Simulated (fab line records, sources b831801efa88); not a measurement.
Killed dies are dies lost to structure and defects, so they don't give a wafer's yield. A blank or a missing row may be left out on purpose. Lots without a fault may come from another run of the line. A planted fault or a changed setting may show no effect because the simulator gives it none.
fab line records | flow gf180mcu
record lots=6 wafers=18 last_day=33
route steps=602 shown MIM@519 M5@526
lots that met no fault: from a run of the same line without faults
start_h: hours from the record's first day to the start of the lot's first wafer shown | wait_h: hours since the lot's step before | " the same as in the row above | L1.1+2: a row that stands for several wafers | - no value, or no start given | * or withheld: withheld | < > ~ a bound
route shown NAME@n: a module of which the file shows steps, and the number in the route of the first | usual: mean/standard deviation of fault-free wafers | same: alike in all rows | chamber/n: place in a boat | sites: the reading at each site | _std_site: their standard deviation | _edge_site: outer sites' mean less inner sites' | radius_mm: how far each site lies from the wafer's centre | mask NAME#n: copy n | behind: the tool/chamber that last shaped the wafer | hold: why the lot was held/for how many hours/how that ended | device: the transistor (n, p or np) that didn't switch | end of line: the same wafers' tests at the end of the route | a step without rows: its recipe alone | killed: dies lost to structure and defects at the first sort, not the wafer's yield | map: a wafer's dies, x killed, . not, _ none there
set.NAME: the setting as run; set.NAME@STEP: as run at that earlier step | model.NAME: the simulator's own value behind a step, which no gauge read
lots at some steps of the route; a table a step, a row a wafer
services: from which hour (start_h, from the record's first day; less than 0 if before it) a tool's chamber was out of use, for how many hours, and why
## steps
# step GF_MIM_EXPOSE_16
# recipe mask_id=FuseTop target_cd_nm=2000 na=0.6 source_shape=conventional sigma_outer=0.6 dose_mj=140
# step GF_MIM_PEB_17
# recipe temp_c=withheld time_s=* resist=NOVOLAK
# step GF_MIM_DEVELOP_18
# recipe develop_time_s=60 dev_temp_c=23
# step GF_MIM_METAL_ETCH_19
# recipe chemistry=Cl2/BCl3 mask_material=NOVOLAK stop_on=Si3N4 target_depth_nm=324.5 pressure_mtorr=8 icp_w=800 bias_w=140 Cl2_flow_sccm=80 bcl3_flow_sccm=40 time_s=54.1
# usual bcl3_flow_sccm=40.00/0.11 drypump_motor_current_A=6.32/0.25 oes_product_au=0.942/0.0074 throttle_valve_pct=28.284/0.011
# columns lot.wafer tool chamber start_h wait_h bcl3_flow_sccm drypump_motor_current_A oes_product_au rf_hours_counter_h throttle_valve_pct
L547.2 rie_metal-01 1 605.64 0.1 39.89 6.60 0.950 1 28.282
L547.3 " 1 " " 40.08 6.57 0.945 - 28.279
L547.6 " 0 " " 40.21 6.37 0.946 - 28.268
L554.2 rie_metal-01 0 626.98 0.1 39.83 6.39 0.949 10 28.290
L554.5 " 0 " " 39.93 6.39 0.939 - 28.296
L554.6 " 1 " " 40.10 6.60 0.941 - 28.273
L555.3 rie_metal-03 1 629.18 0.1 40.07 6.43 0.943 - 28.279
L555.4 " 1 " " 40.04 6.42 0.944 - 28.284
L555.5 " 1 " " 40.01 6.45 0.944 - 28.288
L556.2 rie_metal-03 0 644.31 0.1 40.18 6.12 0.938 - 28.310
L556.4 " 0 " " 40.08 6.11 0.939 - 28.301
L556.5 " 0 " " 40.26 6.11 0.936 - 28.294
L565.3 rie_metal-01 1 711.61 0.1 40.00 6.58 0.940 - 28.290
L565.5 " 0 " " 39.81 6.38 0.938 - 28.277
L565.6 " 1 " " 39.72 6.59 0.931 - 28.283
L568.1 rie_metal-03 0 728.58 0.1 39.92 6.12 0.937 6 28.301
L568.5 " 0 " " 40.06 6.13 0.931 - 28.277
L568.6 " 1 " " 40.02 6.46 0.944 - 28.280
# step GF_MIM_STRIP_20
# recipe chemistry=O2/N2 power_w=1400 pressure_mtorr=1500 platen_temp_c=250 o2_flow_sccm=3000 n2_flow_sccm=300 overash_fraction=0.5
# usual drypump_motor_current_A=6.06/0.091 heater_power_w=352/39 oes_product_au=0.692/0.0048 strip_time_to_endpoint_s=11.23/0.042
# columns lot.wafer tool chamber start_h wait_h drypump_motor_current_A heater_power_w oes_product_au rf_hours_counter_h strip_time_to_endpoint_s
L547.2 plasma_asher-03 0 605.71 0.0 6.10 343 0.684 94 11.22
L547.3 " 1 " " 6.05 346 0.686 - 11.23
L547.6 " 1 " " 6.05 354 0.695 - 11.24
L554.2 plasma_asher-02 1 627.05 0.0 5.97 327 0.695 48 11.22
L554.5 " 0 " " 6.20 419 0.680 - 11.22
L554.6 " 1 " " 5.98 324 0.694 - 11.17
L555.3 plasma_asher-03 0 629.31 0.1 6.13 338 0.691 - 11.21
L555.4 " 1 " " 6.00 346 0.687 - 11.18
L555.5 " 1 " " 6.03 347 0.690 - 11.18
L556.2 plasma_asher-02 1 644.42 0.1 5.98 321 0.688 50 11.18
L556.4 " 1 " " 6.01 327 0.686 - 11.21
L556.5 " 0 " " 6.21 415 0.692 - 11.23
L565.3 plasma_asher-04 1 711.69 0.1 5.92 323 0.696 - 11.22
L565.5 " 0 " " 6.02 314 0.689 - 11.22
L565.6 " 1 " " 5.93 318 0.689 - 11.20
L568.1 plasma_asher-02 0 728.65 0.0 6.22 421 0.693 59 11.27
L568.5 " 0 " " 6.20 421 0.696 - 11.23
L568.6 " 1 " " 5.99 324 0.690 - 11.29
# step GF_MIM_STRIP_21
# recipe chemistry=post_etch_residue_remover time_s=1200 temp_c=72.5
# step GF_MIM_CLEAN_22
# recipe chemistry=DIW dry=n2_spin
# step GF_M5_DEHYDRATE_00
# recipe temp_c=200 time_s=60
# step GF_M5_HMDS_01
# recipe prime_time_s=60 prime_temp_c=120
# step GF_M5_COAT_02
# recipe resist=KrF spin_rpm=withheld resist_thk_nm=1000
# step GF_M5_SOFTBAKE_03
# recipe temp_c=130 time_s=60 resist=KrF
# step GF_M5_EXPOSE_04
# recipe mask_id=Metal5 target_cd_nm=280 na=0.68 source_shape=conventional sigma_outer=0.6 dose_mj=28
# step GF_M5_PEB_05
# recipe peb_temp_c=135 peb_time_s=90 resist=KrF
# usual chill_plate_temp_C=22.99/0.097 exhaust_pa=45.0/0.82
# columns lot.wafer tool chamber start_h wait_h chill_plate_temp_C exhaust_pa
L547.2 litho_track-01 0 628.16 - 23.12 45.5
L547.3 " 0 " " 23.00 45.2
L547.6 " 0 " " 22.88 45.0
L554.2 litho_track-01 - 648.51 - - -
L554.5 " - " " - -
L554.6 " - " " - -
L555.3 litho_track-02 - 651.44 - - -
L555.4 " - " " - -
L555.5 " - " " - -
L556.2 litho_track-01 0 665.11 - 23.00 45.4
L556.4 " 0 " " 22.96 45.7
L556.5 " 0 " " 23.12 44.8
L565.3 litho_track-01 0 729.00 - 23.01 45.1
L565.5 " 0 " " 23.03 45.7
L565.6 " 0 " " 22.93 45.7
L568.1 litho_track-01 0 744.48 - 22.93 45.3
L568.5 " 0 " " 22.85 45.1
L568.6 " 0 " " 23.03 45.8
# step GF_M5_DEVELOP_06
# recipe develop_time_s=60 dev_temp_c=21
## services
# columns tool chamber start_h hours kind
plasma_asher-02 - 605.57 2.5 repair
rie_metal-03 0 621.06 - clean
rie_metal-03 0 621.06 22.4 scheduled_down
rie_metal-03 0 621.06 22.4 vent_cycle
plasma_asher-04 - 626.95 0.8 repair
rie_metal-03 1 639.46 26.3 repair
rie_metal-01 - 646.72 2.8 pm
rie_metal-03 1 695.52 - clean
rie_metal-03 1 695.52 20.9 scheduled_down
rie_metal-03 1 695.52 20.9 vent_cycle
plasma_asher-03 - 733.76 9.0 pm
plasma_asher-03 0 733.76 9.0 vent_cycle
plasma_asher-03 1 733.76 9.0 vent_cycle
rie_metal-01 0 740.08 4.6 repair
plasma_asher-03 0 742.76 - clean
plasma_asher-03 1 742.76 - clean
## key
first_sign step=GF_M5_PEB_05 reading=tool_record direction=missing
effect none on later readings
met_at GF_M5_PEB_05
struck_wafers L554.2,L554.5,L554.6,L555.3,L555.4,L555.5
later_rows_left_out L554.2,L554.5,L554.6,L555.3,L555.4,L555.5
sort_left_out L554.2,L554.5,L554.6,L555.3,L555.4,L555.5
onset_between 628.16 648.51
fault kind=skipped_step_whole tool=litho_track-01,litho_track-02 chamber=- onset_h=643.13 steps=GF_M5_PEB_05 scope=struck_lots_only
# sort_left_out: the simulated sort isn't trusted on such a fault, so these wafers' sort isn't shown, and their yield isn't known
# later_rows_left_out: the simulator's readings of these wafers behind a module that went badly wrong aren't trusted and aren't shown, but for the sort
